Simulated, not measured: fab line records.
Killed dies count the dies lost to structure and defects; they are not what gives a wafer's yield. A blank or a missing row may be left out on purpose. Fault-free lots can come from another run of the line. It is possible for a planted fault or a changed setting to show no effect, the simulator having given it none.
Code-filled problem report in 8D (eight disciplines) form :: flow sky130 :: the parts of the form that need people (team, actions taken, sign-off) are left out

## 1. THE ISSUE
Wafers without a fault read 20.98 C, standard deviation 0.11; developer-temp-C at SKY_CONTACT_DEVELOP_13 reads a mean of 21.60 C on 6 wafers belonging to 2 lots. Measured from the usual mean, that is +5.6 standard deviations.
The step: develop time 60 s.
First observed at day 35 04:00: wafer L208.4, on litho-track-01. At this step, 42 wafers from 14 lots have a number in the record. Rule for "out", or "out of limits": more than 4 standard deviations from the usual mean. The rest of the wafers with a number are treated as sound.

## 2. WHAT IT IS; WHAT IT IS NOT
question: which readings at this step
is: developer-temp-C
is not: chill-plate-temp-C

question: which lots
is: L208, L210
is not: L198, L199, L200, L201, L202, L207, L213, L216, L217, L218, L219, L220

question: which wafers of those lots
is: all that have a number
is not: -

question: read on which tools
is: litho-track-01
is not: litho-track-03, litho-track-04

question: when
is: from day 35 04:00
is not: up to then (18 sound wafers); but 18 sound wafers of L213, L216, L217, L218, L219, L220 came after

## 3. WHAT RULES OUT EACH SUSPECT
Counting: a tool at a process step up to the reading stays a suspect if it ran every lot that is out and no sound lot after the first of them.
- litho-track-01 at SKY_CONTACT_DEVELOP_13 (develop time 60 s): ruled out as a lasting fault. Sound lots L218 ran on it after its first lot that is out, L208 (day 35 04:00).
Left after counting: nothing in the record.

## 4. THE CAUSE (what the simulator had put in)
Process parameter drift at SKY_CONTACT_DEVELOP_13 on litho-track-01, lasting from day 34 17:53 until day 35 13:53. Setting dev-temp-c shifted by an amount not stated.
Counting ruled it out, wrongly.

## 5. SEQUENCE OF EFFECTS, ordered by route
Each row: a reading whose mean over the struck wafers that have a number lies more than 3 standard deviations from the usual. Only readings for which the record gives a usual standard deviation are gone through. hours: the time from each lot's start at the first step in this table that gives one to its start at this step, as a median over the lots. sigmas: the change in usual standard deviations.
hours: 0
step: SKY_CONTACT_DEVELOP_13
reading: developer-temp-C
usual: 20.98 C
on struck wafers: 21.60
change: +0.62
sigmas: +5.6
Here are the process steps it includes:
- SKY_CONTACT_DEVELOP_13: develop time 60 s.
Later measuring or inspecting steps at which every struck wafer that the step has a row for has a number for every such reading, and none has moved that far: SKY_CONTACT_CD_MEAS_14, SKY_CONTACT_RS_MEAS_25.

## 6. HOW IT WOULD HAVE BEEN CAUGHT EARLIER
In this record no reading fell out of limits until day 35 04:00, 10 hours after the fault had begun at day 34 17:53.
